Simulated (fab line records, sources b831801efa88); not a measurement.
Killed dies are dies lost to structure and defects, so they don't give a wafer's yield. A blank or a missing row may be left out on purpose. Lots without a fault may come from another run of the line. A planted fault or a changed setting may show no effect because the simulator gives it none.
Which tool did it? | flow sky130 | 6 lots, 18 wafers sampled, at 1 step of a route of 708

WHAT THE GAUGES READ, wafer by wafer
SKY_METAL3_CD_MEAS_13: target cd 300 nm.
lot  | measured     | on        | cd_nm (nm)
L498 | day 38 15:08 | cd_sem-02 | 299.6 298.3 298.2
L503 | day 40 05:38 | cd_sem-02 | 300.2 299.5 299.1
L506 | day 41 11:17 | cd_sem-02 | 301.3 300.5 300.0
L508 | day 43 17:26 | cd_sem-01 | 299.9 299.9 300.6
L514 | day 44 06:32 | cd_sem-01 | 299.3 300.7 300.6
L519 | day 45 04:03 | cd_sem-02 | 300.2 299.3 300.6

WHICH TOOL RAN EACH LOT (tool, then ch and the chambers of the sampled wafers, then the start)
The record holds no process step before these readings.

THE ANSWER, worked out from the rows above alone
Rule: what is usual is taken from the lots themselves. Put in order of their means at a reading, lots are off if they are a third of the lots or fewer, leave a main group of 4 or more, and stand apart from it by a gap of 3 or more times the standard deviation of the main group's means; of several such gaps the widest counts. A main group whose means are all the same, to the digits that the tables above print for the reading, isn't used. A lot without any number at a reading at which 4 lots or more have one is off too. The other lots that the step has rows for count as sound.
No lot is off at any reading shown: from this, nothing can be told.

WHAT THE SIMULATOR HAD PUT IN
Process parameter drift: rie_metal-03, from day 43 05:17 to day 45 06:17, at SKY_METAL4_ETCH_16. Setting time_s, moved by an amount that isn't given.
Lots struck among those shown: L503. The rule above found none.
